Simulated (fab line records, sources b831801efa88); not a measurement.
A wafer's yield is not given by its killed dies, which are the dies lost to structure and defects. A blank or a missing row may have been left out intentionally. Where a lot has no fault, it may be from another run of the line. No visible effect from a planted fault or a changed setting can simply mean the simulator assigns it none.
fab line records	flow gf180mcu
record: lots: 24	wafers: 72	lastDay: 34
route steps=602 shown V3@450 M5@533 V5@565
lots untouched by any fault: they come from a run of this same line in which no faults occurred
startH: the number of hours between the record's first day and the start of the first shown wafer of the lot	waitH: time in hours since the lot's previous step	" unchanged from the row above	L1.1+2: a single row standing in for several wafers	- no value present, or no start provided	* or withheld: withheld	< > ~ a bound
route shown NAME@n: NAME is a module with steps in the file, n the number in the route of the first one	usual: the fault-free wafers' mean and standard deviation	same: alike in all rows	chamber/n: place in a boat	sites: the reading at each site	_std_site: standard deviation across them	_edge_site: inner sites' mean taken away from outer sites' mean	radiusMm: how far each site lies from the wafer's centre	mask NAME#n: copy n	behind: tool/chamber where the wafer was last shaped	hold: why the lot went on hold/how many hours it stayed there/how the hold came to an end	device: which transistor (n, p or np) failed to switch	end of line: tests run on the same wafers once the route is complete	a step without rows: its recipe alone	killed: not the wafer's yield, but the dies lost to structure and defects at the first sort	map: shows each die of a wafer: x if killed, . if not, _ if none is there
set.NAME: the setting the step ran with; set.NAME@STEP: the setting that earlier step ran with	model.NAME: the simulator's own value behind a step, which no gauge read
route steps across a sampled set of lots; one table per step, one row per wafer
services: the hour from which a tool's chamber was out of use, counted from the record's first day as startH (under 0 if before that day), plus the number of hours and why
== steps ==
step: GF_V3_SPUTTER_21
recipe: material: Ti	targetThkNm: 15	chamberPressurePa: 5	powerW: 2500	substrateTempC: 200	timeS: 80.02
usual: cathodeDcPowerW: 2499.9/0.46	chamberPressurePa: 4.998/0.01	throttleValvePct: 30.0/1.2
lot.wafer	tool	chamber	startH	waitH	cathodeDcPowerW	chamberPressurePa	throttleValvePct
L074.2	pvdSputter-03	-	514.48	0.0	2500.5	5.018	29.3
L074.4	"	-	"	"	2499.7	4.993	29.3
L074.6	"	-	"	"	2499.9	4.994	29.3
L075.4	pvdSputter-03	-	518.48	0.0	2499.8	5.014	29.4
L075.5	"	-	"	"	2499.1	5.001	29.2
L075.6	"	-	"	"	2500.0	4.990	29.8
L076.1	pvdSputter-01	-	531.53	0.0	2500.1	5.028	29.6
L076.2	"	-	"	"	2499.6	4.990	30.1
L076.6	"	-	"	"	2500.3	5.003	32.8
L077.4	pvdSputter-01	-	550.37	0.0	2499.9	5.005	31.1
L077.5	"	-	"	"	2500.3	4.981	30.0
L077.6	"	-	"	"	2499.6	5.011	29.6
L078.1	pvdSputter-01	-	554.12	0.0	2500.3	4.994	32.6
L078.2	"	-	"	"	2499.9	4.990	29.7
L078.3	"	-	"	"	2500.5	5.012	31.3
L079.2	pvdSputter-03	-	563.08	0.0	2499.7	5.008	29.1
L079.3	"	-	"	"	2500.5	4.999	30.0
L079.5	"	-	"	"	2499.9	4.993	29.4
L080.2	pvdSputter-01	-	568.30	0.0	2500.3	4.976	30.0
L080.4	"	-	"	"	2499.8	5.014	29.6
L080.6	"	-	"	"	2499.9	5.008	29.4
L081.1	pvdSputter-04	-	577.52	0.0	2500.2	5.004	30.2
L081.3	"	-	"	"	2499.3	5.003	29.5
L081.5	"	-	"	"	2500.4	5.007	29.3
L082.1	pvdSputter-03	-	583.43	0.0	2499.8	5.001	29.6
L082.2	"	-	"	"	2501.5	4.986	29.5
L082.4	"	-	"	"	2500.6	4.984	29.0
L083.1	pvdSputter-03	-	587.13	0.0	2500.0	4.988	29.4
L083.3	"	-	"	"	2500.1	5.001	28.9
L083.5	"	-	"	"	2499.6	4.992	30.0
L084.1	pvdSputter-04	-	597.80	0.0	2499.4	4.998	29.2
L084.4	"	-	"	"	2499.5	5.011	30.0
L084.6	"	-	"	"	2499.4	4.996	29.2
L085.4	pvdSputter-01	-	613.47	0.0	2499.7	4.989	32.7
L085.5	"	-	"	"	2499.3	4.995	31.2
L085.6	"	-	"	"	2499.7	4.997	32.7
L086.1	pvdSputter-03	-	618.62	0.0	2500.0	5.000	29.1
L086.2	"	-	"	"	2499.9	5.001	29.3
L086.5	"	-	"	"	2500.2	4.996	29.5
L087.3	pvdSputter-04	-	621.53	0.0	2499.8	4.988	31.7
L087.5	"	-	"	"	2499.6	4.994	31.8
L087.6	"	-	"	"	2499.9	5.006	28.9
L088.2	pvdSputter-03	-	625.80	0.0	2500.5	5.003	29.3
L088.4	"	-	"	"	2499.4	4.997	29.8
L088.5	"	-	"	"	2500.8	4.986	29.2
L089.1	pvdSputter-03	-	638.12	0.0	2500.2	4.977	29.3
L089.2	"	-	"	"	2500.4	4.998	29.7
L089.3	"	-	"	"	2500.4	4.999	29.3
L090.2	pvdSputter-04	-	641.52	0.0	2499.5	5.010	29.0
L090.5	"	-	"	"	2499.3	4.997	29.0
L090.6	"	-	"	"	2499.6	5.004	29.4
L091.2	pvdSputter-04	-	647.97	0.0	2499.9	4.987	29.4
L091.3	"	-	"	"	2500.0	5.011	31.8
L091.6	"	-	"	"	2500.2	4.997	30.2
L092.2	pvdSputter-03	-	659.62	0.0	2500.4	4.987	29.5
L092.5	"	-	"	"	2500.8	5.005	29.0
L092.6	"	-	"	"	2500.6	4.989	29.2
L093.1	pvdSputter-01	-	661.42	0.0	2500.4	5.008	29.7
L093.4	"	-	"	"	2499.2	5.002	31.2
L093.5	"	-	"	"	2499.8	4.995	29.7
L094.1	pvdSputter-04	-	667.10	0.0	2499.9	4.985	29.4
L094.2	"	-	"	"	2499.8	4.987	31.7
L094.6	"	-	"	"	2499.6	4.994	28.9
L095.1	pvdSputter-04	-	677.98	0.0	2499.0	5.015	29.3
L095.4	"	-	"	"	2498.8	4.991	29.1
L095.6	"	-	"	"	2500.1	4.995	30.2
L096.2	pvdSputter-01	-	679.78	0.0	2499.8	4.983	31.2
L096.3	"	-	"	"	2499.5	5.019	29.4
L096.5	"	-	"	"	2500.2	4.998	30.0
L097.1	pvdSputter-01	-	686.55	0.0	2499.5	4.988	31.4
L097.3	"	-	"	"	2499.3	4.998	30.2
L097.6	"	-	"	"	2499.6	4.985	29.1
step: GF_V3_CVD_23
recipe: material: W	targetThkNm: 350	timeS: 104.9	tempC: 400	pressureTorr: 40
usual: heaterPowerW: 807/20
lot.wafer	tool	chamber	startH	waitH	heaterPowerW
L074.2	cvdW-02	1	514.58	0.0	843
L074.4	"	0	"	"	814
L074.6	"	1	"	"	822
L075.4	cvdW-02	0	518.61	0.1	824
L075.5	"	1	"	"	806
L075.6	"	0	"	"	832
L076.1	cvdW-01	0	531.63	0.0	801
L076.2	"	1	"	"	774
L076.6	"	1	"	"	783
L077.4	cvdW-01	1	550.51	0.1	754
L077.5	"	0	"	"	805
L077.6	"	1	"	"	782
L078.1	cvdW-02	1	554.22	0.0	830
L078.2	"	0	"	"	814
L078.3	"	0	"	"	807
L079.2	cvdW-02	0	563.18	0.0	831
L079.3	"	0	"	"	829
L079.5	"	0	"	"	815
L080.2	cvdW-01	0	568.40	0.0	807
L080.4	"	1	"	"	786
L080.6	"	1	"	"	773
L081.1	cvdW-01	1	577.62	0.0	770
L081.3	"	0	"	"	812
L081.5	"	0	"	"	809
L082.1	cvdW-02	1	583.53	0.0	816
L082.2	"	0	"	"	834
L082.4	"	1	"	"	804
L083.1	cvdW-02	1	587.23	0.0	827
L083.3	"	1	"	"	818
L083.5	"	1	"	"	806
L084.1	cvdW-01	0	597.90	0.0	796
L084.4	"	0	"	"	816
L084.6	"	0	"	"	801
L085.4	cvdW-02	1	613.68	0.1	804
L085.5	"	1	"	"	820
L085.6	"	1	"	"	818
L086.1	cvdW-01	0	618.72	0.0	816
L086.2	"	1	"	"	780
L086.5	"	1	"	"	785
L087.3	cvdW-02	1	621.66	0.1	823
L087.5	"	0	"	"	801
L087.6	"	1	"	"	807
L088.2	cvdW-02	0	625.90	0.0	817
L088.4	"	1	"	"	814
L088.5	"	1	"	"	799
L089.1	cvdW-02	0	638.22	0.0	810
L089.2	"	1	"	"	831
L089.3	"	0	"	"	801
L090.2	cvdW-02	1	641.62	0.0	814
L090.5	"	0	"	"	793
L090.6	"	1	"	"	805
L091.2	cvdW-01	0	648.07	0.0	819
L091.3	"	0	"	"	810
L091.6	"	1	"	"	789
L092.2	cvdW-01	1	659.72	0.0	779
L092.5	"	1	"	"	789
L092.6	"	0	"	"	811
L093.1	cvdW-01	1	661.52	0.0	782
L093.4	"	1	"	"	782
L093.5	"	0	"	"	824
L094.1	cvdW-01	0	667.20	0.0	812
L094.2	"	1	"	"	785
L094.6	"	1	"	"	783
L095.1	cvdW-01	1	678.08	0.0	777
L095.4	"	0	"	"	830
L095.6	"	1	"	"	794
L096.2	cvdW-02	0	679.88	0.0	821
L096.3	"	0	"	"	829
L096.5	"	0	"	"	830
L097.1	cvdW-01	0	686.65	0.0	841
L097.3	"	1	"	"	792
L097.6	"	1	"	"	773
step: GF_M5_CD_MEAS_07
recipe: targetCdNm: 280
usual: cdNm: 279.6/1.1
lot.wafer	tool	chamber	startH	waitH	cdNm
L074.2	cdSem-01	-	606.87	0.1	280.1
L074.4	"	-	"	"	280.6
L074.6	"	-	"	"	281.5
L075.4	cdSem-01	-	610.01	0.1	278.2
L075.5	"	-	"	"	278.6
L075.6	"	-	"	"	278.4
L076.1	cdSem-02	-	621.15	0.1	281.2
L076.2	"	-	"	"	280.1
L076.6	"	-	"	"	279.7
L077.4	cdSem-01	-	639.31	0.1	278.9
L077.5	"	-	"	"	278.8
L077.6	"	-	"	"	280.0
L078.1	cdSem-02	-	641.95	0.1	279.8
L078.2	"	-	"	"	280.3
L078.3	"	-	"	"	279.8
L079.2	cdSem-02	-	649.87	0.1	278.8
L079.3	"	-	"	"	279.4
L079.5	"	-	"	"	279.4
L080.2	cdSem-02	-	655.92	0.1	280.4
L080.4	"	-	"	"	279.6
L080.6	"	-	"	"	280.1
L081.1	cdSem-01	-	664.35	0.1	279.4
L081.3	"	-	"	"	279.0
L081.5	"	-	"	"	279.6
L082.1	cdSem-01	-	668.71	0.1	279.9
L082.2	"	-	"	"	279.7
L082.4	"	-	"	"	280.1
L083.1	cdSem-01	-	672.20	0.1	278.9
L083.3	"	-	"	"	279.2
L083.5	"	-	"	"	280.0
L084.1	cdSem-01	-	682.15	0.1	280.4
L084.4	"	-	"	"	280.4
L084.6	"	-	"	"	280.3
L085.4	cdSem-02	-	695.31	0.1	279.0
L085.5	"	-	"	"	280.2
L085.6	"	-	"	"	278.9
L086.1	cdSem-01	-	701.70	0.1	281.7
L086.2	"	-	"	"	281.2
L086.5	"	-	"	"	281.3
L087.3	cdSem-01	-	704.34	0.1	277.8
L087.5	"	-	"	"	278.4
L087.6	"	-	"	"	278.4
L088.2	cdSem-01	-	707.37	0.1	280.5
L088.4	"	-	"	"	278.3
L088.5	"	-	"	"	278.7
L089.1	cdSem-01	-	718.25	0.1	279.8
L089.2	"	-	"	"	279.2
L089.3	"	-	"	"	280.0
L090.2	cdSem-02	-	721.17	0.1	280.9
L090.5	"	-	"	"	279.9
L090.6	"	-	"	"	280.2
L091.2	cdSem-01	-	727.70	0.3	278.8
L091.3	"	-	"	"	278.8
L091.6	"	-	"	"	279.3
L092.2	cdSem-02	-	737.52	0.1	280.9
L092.5	"	-	"	"	280.2
L092.6	"	-	"	"	280.2
L093.1	cdSem-01	-	738.20	0.1	279.0
L093.4	"	-	"	"	279.1
L093.5	"	-	"	"	281.6
L094.1	cdSem-01	-	744.10	0.1	280.2
L094.2	"	-	"	"	279.3
L094.6	"	-	"	"	278.4
L095.1	cdSem-02	-	752.34	0.2	277.6
L095.4	"	-	"	"	276.7
L095.6	"	-	"	"	277.4
L096.2	cdSem-02	-	753.57	0.1	280.8
L096.3	"	-	"	"	280.6
L096.5	"	-	"	"	281.9
L097.1	cdSem-02	-	762.70	0.1	279.3
L097.3	"	-	"	"	278.4
L097.6	"	-	"	"	279.5
step: GF_M5_ETCH_09
recipe: chemistry: CF4/O2	target: Si3N4	targetDepthNm: 52	sourceW: 800	biasW: 145.9	pressureMtorr: 150	cf4FlowSccm: 80	O2_flow_sccm: 10	timeS: 11.6
usual: chamberPressureMTorr: 150.00/0.14	drypumpMotorCurrentA: 5.5/0.45	oesProductAu: 0.995/0.011	throttleValvePct: 5.969/0.0092
lot.wafer	tool	chamber	startH	waitH	chamberPressureMTorr	drypumpMotorCurrentA	oesProductAu	rfHoursCounterH	throttleValvePct
L074.2	rieDiel-01	1	607.01	0.0	150.32	5.4	0.988	0	5.969
L074.4	"	3	"	"	150.01	4.9	0.986	5	5.947
L074.6	"	3	"	"	149.88	4.9	0.992	-	5.966
L075.4	rieDiel-04	2	610.12	0.0	150.15	5.5	1.006	-	5.968
L075.5	"	0	"	"	149.87	6.1	0.990	-	5.966
L075.6	"	3	"	"	149.97	5.9	1.009	-	5.991
L076.1	rieDiel-04	3	621.31	0.0	150.00	5.9	1.014	7	5.974
L076.2	"	0	"	"	150.17	6.1	0.996	13	5.972
L076.6	"	0	"	"	150.09	6.1	0.996	-	5.967
L077.4	rieDiel-01	3	639.42	0.0	149.87	4.9	0.982	-	5.955
L077.5	"	2	"	"	150.16	5.3	1.013	-	5.981
L077.6	"	1	"	"	149.90	5.4	0.986	-	5.972
L078.1	rieDiel-03	0	642.11	0.0	150.13	5.6	0.987	0	5.963
L078.2	"	1	"	"	149.98	5.3	0.991	9	5.974
L078.3	"	2	"	"	149.99	5.0	1.001	9	5.956
L079.2	rieDiel-03	2	650.01	0.0	150.14	5.0	1.009	10	5.959
L079.3	"	0	"	"	150.01	5.6	0.993	0	5.965
L079.5	"	1	"	"	150.11	5.3	0.999	-	5.964
L080.2	rieDiel-01	3	656.05	0.0	149.88	4.9	0.981	7	5.961
L080.4	"	3	"	"	149.94	4.9	0.980	-	5.991
L080.6	"	2	"	"	150.23	5.3	0.991	-	5.970
L081.1	rieDiel-04	3	664.51	0.0	149.85	5.9	0.985	8	5.956
L081.3	"	1	"	"	149.89	6.4	0.978	8	5.964
L081.5	"	0	"	"	149.77	6.1	0.995	-	5.963
L082.1	rieDiel-01	1	668.87	0.0	150.02	5.4	0.983	3	5.970
L082.2	"	0	"	"	150.11	5.1	1.009	0	5.969
L082.4	"	3	"	"	150.14	4.9	0.975	8	5.960
L083.1	rieDiel-04	3	672.36	0.0	150.11	6.0	1.015	8	5.975
L083.3	"	1	"	"	150.02	6.4	0.998	8	5.968
L083.5	"	0	"	"	149.82	6.1	0.999	-	5.972
L084.1	rieDiel-03	2	682.30	0.0	149.96	5.0	1.004	11	5.960
L084.4	"	3	"	"	149.83	5.5	0.991	10	5.968
L084.6	"	2	"	"	149.96	5.0	0.996	-	5.969
L085.4	rieDiel-01	2	695.40	0.0	150.13	5.3	0.998	2	5.960
L085.5	"	2	"	"	150.06	5.3	0.999	-	5.977
L085.6	"	3	"	"	149.90	4.9	0.979	-	5.960
L086.1	rieDiel-01	3	701.86	0.0	149.97	4.9	0.981	9	5.963
L086.2	"	1	"	"	149.91	5.4	1.002	4	5.967
L086.5	"	3	"	"	150.03	4.9	0.984	-	5.975
L087.3	rieDiel-01	2	704.45	0.0	149.94	5.3	1.004	2	5.969
L087.5	"	2	"	"	150.18	5.3	1.008	-	5.982
L087.6	"	1	"	"	149.98	5.4	1.001	-	6.002
L088.2	rieDiel-01	0	707.51	0.0	149.94	5.1	1.013	1	5.967
L088.4	"	1	"	"	149.79	5.4	0.996	4	5.977
L088.5	"	1	"	"	149.93	5.4	0.995	-	5.963
L089.1	rieDiel-01	0	718.41	0.0	149.74	5.1	1.002	2	5.953
L089.2	"	3	"	"	150.04	4.9	0.984	9	5.963
L089.3	"	2	"	"	150.04	5.3	1.004	3	5.962
L090.2	rieDiel-01	0	721.31	0.0	150.14	5.1	1.012	2	5.969
L090.5	"	2	"	"	149.95	5.3	1.010	-	5.975
L090.6	"	3	"	"	150.23	4.9	0.982	-	5.975
L091.2	rieDiel-04	2	727.84	0.0	150.05	5.5	1.016	20	5.975
L091.3	"	3	"	"	150.20	5.9	1.016	10	5.964
L091.6	"	0	"	"	149.81	6.1	0.995	-	5.970
L092.2	rieDiel-03	3	737.66	0.0	149.98	5.5	0.993	12	5.985
L092.5	"	3	"	"	150.07	5.5	0.988	-	5.973
L092.6	"	0	"	"	150.09	5.6	0.992	-	5.965
L093.1	rieDiel-04	1	738.36	0.0	150.26	6.4	0.993	10	5.970
L093.4	"	0	"	"	150.00	6.1	0.991	16	5.978
L093.5	"	0	"	"	150.01	6.1	0.983	-	5.963
L094.1	rieDiel-04	3	744.25	0.0	149.83	5.9	1.001	11	5.970
L094.2	"	2	"	"	149.80	5.5	1.010	20	5.978
L094.6	"	1	"	"	149.82	6.4	0.991	-	5.972
L095.1	rieDiel-01	0	752.49	0.0	149.86	5.1	0.988	3	5.960
L095.4	"	1	"	"	150.27	5.4	0.983	6	5.983
L095.6	"	1	"	"	149.96	5.4	0.987	-	5.965
L096.2	rieDiel-04	1	753.71	0.0	149.80	6.4	0.994	11	5.979
L096.3	"	0	"	"	150.09	6.1	0.983	17	5.959
L096.5	"	3	"	"	149.87	5.9	1.012	-	5.972
L097.1	rieDiel-01	2	762.86	0.0	149.93	5.3	1.002	5	5.966
L097.3	"	1	"	"	150.11	5.4	1.001	6	5.955
L097.6	"	1	"	"	149.85	5.4	0.995	-	5.968
step: GF_V5_THK_MEAS_25
recipe: thkMeasGauge: xrf	reads: W_of_V5_CVD_23
usual: V5_W_THK: 347/5.6
lot.wafer	tool	chamber	startH	waitH	V5_W_THK[nm]
L074.2	filmMetro-04	-	629.91	0.1	354
L074.4	"	-	"	"	356
L074.6	"	-	"	"	347
L075.4	filmMetro-01	-	632.80	0.1	354
L075.5	"	-	"	"	349
L075.6	"	-	"	"	349
L076.1	filmMetro-02	-	644.07	0.1	334
L076.2	"	-	"	"	333
L076.6	"	-	"	"	335
L077.4	filmMetro-01	-	661.49	0.1	349
L077.5	"	-	"	"	349
L077.6	"	-	"	"	352
L078.1	filmMetro-01	-	664.97	0.1	345
L078.2	"	-	"	"	349
L078.3	"	-	"	"	351
L079.2	filmMetro-01	-	671.90	0.1	351
L079.3	"	-	"	"	354
L079.5	"	-	"	"	356
L080.2	filmMetro-02	-	677.49	0.1	340
L080.4	"	-	"	"	345
L080.6	"	-	"	"	340
L081.1	filmMetro-02	-	686.35	0.1	345
L081.3	"	-	"	"	343
L081.5	"	-	"	"	347
L082.1	filmMetro-02	-	690.20	0.1	344
L082.2	"	-	"	"	348
L082.4	"	-	"	"	343
L083.1	filmMetro-02	-	693.63	0.1	337
L083.3	"	-	"	"	338
L083.5	"	-	"	"	333
L084.1	filmMetro-04	-	703.81	0.1	354
L084.4	"	-	"	"	353
L084.6	"	-	"	"	357
L085.4	filmMetro-01	-	716.74	0.1	346
L085.5	"	-	"	"	344
L085.6	"	-	"	"	349
L086.1	filmMetro-01	-	722.68	0.1	348
L086.2	"	-	"	"	347
L086.5	"	-	"	"	348
L087.3	filmMetro-01	-	724.90	0.1	350
L087.5	"	-	"	"	351
L087.6	"	-	"	"	349
L088.2	filmMetro-01	-	728.42	0.1	348
L088.4	"	-	"	"	351
L088.5	"	-	"	"	348
L089.1	filmMetro-02	-	738.77	0.1	346
L089.2	"	-	"	"	350
L089.3	"	-	"	"	347
L090.2	filmMetro-01	-	742.12	0.1	348
L090.5	"	-	"	"	348
L090.6	"	-	"	"	351
L091.2	filmMetro-02	-	748.31	0.1	349
L091.3	"	-	"	"	346
L091.6	"	-	"	"	347
L092.2	filmMetro-01	-	756.28	0.1	347
L092.5	"	-	"	"	345
L092.6	"	-	"	"	349
L093.1	filmMetro-01	-	757.67	0.1	351
L093.4	"	-	"	"	351
L093.5	"	-	"	"	353
L094.1	filmMetro-01	-	763.72	0.1	352
L094.2	"	-	"	"	352
L094.6	"	-	"	"	354
L095.1	filmMetro-01	-	771.18	0.1	351
L095.4	"	-	"	"	355
L095.6	"	-	"	"	352
L096.2	filmMetro-04	-	772.32	0.1	353
L096.3	"	-	"	"	350
L096.5	"	-	"	"	345
L097.1	filmMetro-02	-	781.44	0.1	344
L097.3	"	-	"	"	344
L097.6	"	-	"	"	342
step: GF_V5_CMP_26
recipe: stopOn: SiO2	downForcePsi: 3.5	platenRpm: 60	tOverpolishS: 15	targetThkNm: 0	padVelocityMS: 0.94248
usual: edgeZonePressureFrac: 0.999/0.0056	motorCurrentA: 11.6/0.68	overpolishRunS: 15.002/0.0091	timeToEndpointS: 83/3.5
lot.wafer	tool	chamber	startH	waitH	edgeZonePressureFrac	motorCurrentA	overpolishRunS	timeToEndpointS
L074.2	cmp-01	3	629.96	0.0	0.996	11.7	15.004	75
L074.4	"	2	"	"	0.996	11.9	15.005	85
L074.6	"	0	"	"	1.004	11.9	14.998	77
L075.4	cmp-02	3	632.88	0.1	1.005	11.9	15.005	84
L075.5	"	2	"	"	0.994	11.3	15.003	87
L075.6	"	3	"	"	1.011	11.8	15.005	82
L076.2	cmp-02	2	644.13	0.0	0.996	11.9	15.001	87
L076.1	"	0	"	"	0.997	9.7	14.996	87
L076.6	"	3	"	"	1.002	11.9	15.008	82
L077.4	cmp-01	3	661.62	0.1	0.997	11.3	14.993	81
L077.5	"	1	"	"	0.992	12.5	15.013	83
L077.6	"	2	"	"	0.997	12.7	14.993	90
L078.3	cmp-01	3	665.03	0.0	0.994	10.7	15.012	80
L078.1	"	1	"	"	1.001	12.6	15.000	85
L078.2	"	2	"	"	0.991	12.4	14.985	87
L079.3	cmp-01	1	671.95	0.0	0.997	12.0	15.010	83
L079.2	"	3	"	"	0.998	11.2	14.985	77
L079.5	"	2	"	"	1.009	12.4	15.023	87
L080.2	cmp-02	3	677.59	0.1	0.998	11.0	15.009	84
L080.4	"	0	"	"	0.998	9.7	14.996	88
L080.6	"	2	"	"	0.995	11.3	15.005	89
L081.1	cmp-01	1	686.41	0.1	1.006	11.7	14.988	87
L081.3	"	0	"	"	0.993	11.5	15.000	81
L081.5	"	2	"	"	1.012	12.5	15.004	87
L082.4	cmp-01	3	690.28	0.0	1.000	11.9	14.996	79
L082.1	"	1	"	"	0.987	12.5	15.015	84
L082.2	"	2	"	"	1.006	12.3	15.009	88
L083.1	cmp-02	3	693.69	0.1	1.001	11.8	15.007	80
L083.3	"	1	"	"	0.999	10.7	15.017	79
L083.5	"	0	"	"	0.985	10.9	15.023	79
L084.4	cmp-01	0	703.87	0.0	1.002	11.4	15.001	78
L084.1	"	3	"	"	1.010	10.8	15.002	80
L084.6	"	1	"	"	0.990	12.6	14.985	82
L085.4	cmp-02	0	716.87	0.1	0.994	10.3	15.007	86
L085.5	"	2	"	"	0.990	12.1	14.979	84
L085.6	"	3	"	"	0.994	11.9	15.011	82
L086.2	cmp-01	1	722.84	0.1	1.002	12.7	14.996	84
L086.1	"	2	"	"	0.995	12.5	15.015	85
L086.5	"	0	"	"	0.999	11.7	14.989	81
L087.3	cmp-02	1	724.99	0.1	0.996	11.5	14.997	80
L087.5	"	0	"	"	1.002	10.0	15.020	86
L087.6	"	1	"	"	0.995	11.1	15.005	78
L088.4	cmp-01	0	728.57	0.1	1.000	11.5	14.997	85
L088.2	"	1	"	"	0.998	12.4	15.001	83
L088.5	"	3	"	"	1.007	10.6	14.984	80
L089.2	cmp-01	3	738.83	0.0	0.994	11.6	14.993	80
L089.3	"	0	"	"	0.992	11.5	15.002	82
L089.1	"	1	"	"	0.995	12.0	15.006	80
L090.2	cmp-02	2	742.22	0.1	0.997	11.5	14.983	87
L090.6	"	1	"	"	1.006	11.4	15.008	79
L090.5	"	2	"	"	0.995	11.8	14.996	87
L091.3	cmp-01	0	748.36	0.0	1.009	11.9	15.003	84
L091.2	"	1	"	"	0.999	12.3	15.005	82
L091.6	"	0	"	"	1.008	11.9	15.004	83
L092.2	cmp-01	2	756.41	0.1	0.993	12.4	14.979	82
L092.6	"	2	"	"	1.000	11.8	14.984	82
L092.5	"	3	"	"	1.001	11.0	15.001	74
L093.4	cmp-01	2	757.78	0.1	0.999	12.1	15.008	84
L093.1	"	0	"	"	0.998	11.4	14.986	85
L093.5	"	2	"	"	0.991	12.0	14.997	84
L094.2	cmp-01	2	763.83	0.1	0.997	12.5	15.004	83
L094.1	"	3	"	"	1.006	11.6	14.994	78
L094.6	"	1	"	"	1.000	12.6	15.006	87
L095.4	cmp-02	2	771.24	0.0	0.988	12.1	15.005	88
L095.1	"	0	"	"	1.007	10.2	15.011	84
L095.6	"	2	"	"	0.989	11.4	14.997	86
L096.2	cmp-02	1	772.37	0.0	1.006	11.1	15.009	78
L096.3	"	0	"	"	0.998	10.2	14.992	82
L096.5	"	2	"	"	1.006	11.9	15.013	85
L097.3	cmp-01	2	781.55	0.1	0.988	11.6	15.005	86
L097.1	"	3	"	"	0.993	10.9	14.997	80
L097.6	"	2	"	"	0.984	12.8	15.012	84
== services ==
tool	chamber	startH	hours	kind
cmp-02	-	500.30	4.7	repair
cmp-02	-	512.61	2.0	repair
cmp-01	-	521.30	5.9	repair
cmp-02	-	535.28	6.3	pm
cvdW-02	-	542.87	0.2	repair
cmp-01	-	558.50	0.6	repair
cmp-01	-	559.62	1.8	repair
cmp-01	-	572.00	4.0	pm
cmp-01	-	575.42	3.2	repair
cvdW-01	1	582.95	26.9	repair
cmp-01	-	587.67	0.2	repair
cmp-02	-	599.29	1.6	repair
cvdW-02	0	606.83	9.8	repair
cmp-01	-	632.35	1.9	repair
cvdW-01	-	654.12	0.5	repair
cmp-02	-	663.51	5.3	pm
rieDiel-01	-	670.40	14.6	pm
cmp-01	-	682.85	1.9	repair
rieDiel-01	-	687.48	0.2	repair
cmp-02	-	720.62	0.3	repair
cvdW-01	-	724.76	14.6	pm
rieDiel-01	0	736.01	10.2	repair
cvdW-01	0	766.38	9.0	repair
rieDiel-01	1	766.75	8.2	repair
== key ==
fault none
